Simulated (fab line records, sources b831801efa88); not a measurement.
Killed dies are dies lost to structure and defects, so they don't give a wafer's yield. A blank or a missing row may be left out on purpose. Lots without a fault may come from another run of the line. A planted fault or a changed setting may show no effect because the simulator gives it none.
Chamber matching | flow sky130 | SKY_VIA3_ETCH_14 on rie_diel-03: 4 sister chambers
The step etches BARC in N2/H2, stops on SiO2, time 45.9 s, target depth 60 nm. 4 wafers are shown with their chamber, then 7 later ones without.

WAFERS WITH THEIR CHAMBER
wafer  | chamber | drypump_motor_current_A (A)
L088.3 | 0       | 5.2
L088.5 | 1       | 6.2
L090.2 | 2       | 5.8
L090.3 | 3       | 5.4

WAFERS WITHOUT THEIR CHAMBER
wafer  | drypump_motor_current_A (A)
L090.5 | 5.3
L096.3 | 6.2
L096.4 | 5.3
L096.5 | 5.3
L097.2 | 5.7
L097.3 | 6.2
L097.4 | 5.2

WHICH CHAMBER EACH WENT THROUGH
wafer  | from the rows above     | in truth
L090.5 | can't be placed: 0 or 3 | 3
L096.3 | 1                       | 1
L096.4 | can't be placed: 0 or 3 | 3
L096.5 | can't be placed: 0 or 3 | 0
L097.2 | 2                       | 2
L097.3 | 1                       | 1
L097.4 | 0                       | 0
Placed correctly: 4 of 7. Can't be placed from these rows: 3 (the true chamber is among the candidates in 3). Placed wrongly: 0.
How it was worked out, from the rows above alone: a wafer's distance from a chamber is the root of the sum, over the readings, of the square of ((its reading less the chamber's mean) divided by the reading's scatter). The wafer belongs to the nearest chamber; if the next one is less than 2 further off, it can't be placed. A chamber's mean is the mean of its shown wafers. The scatter: with one shown wafer a chamber, the root of the mean of the squares of how far each hidden wafer lies from its nearest shown one.
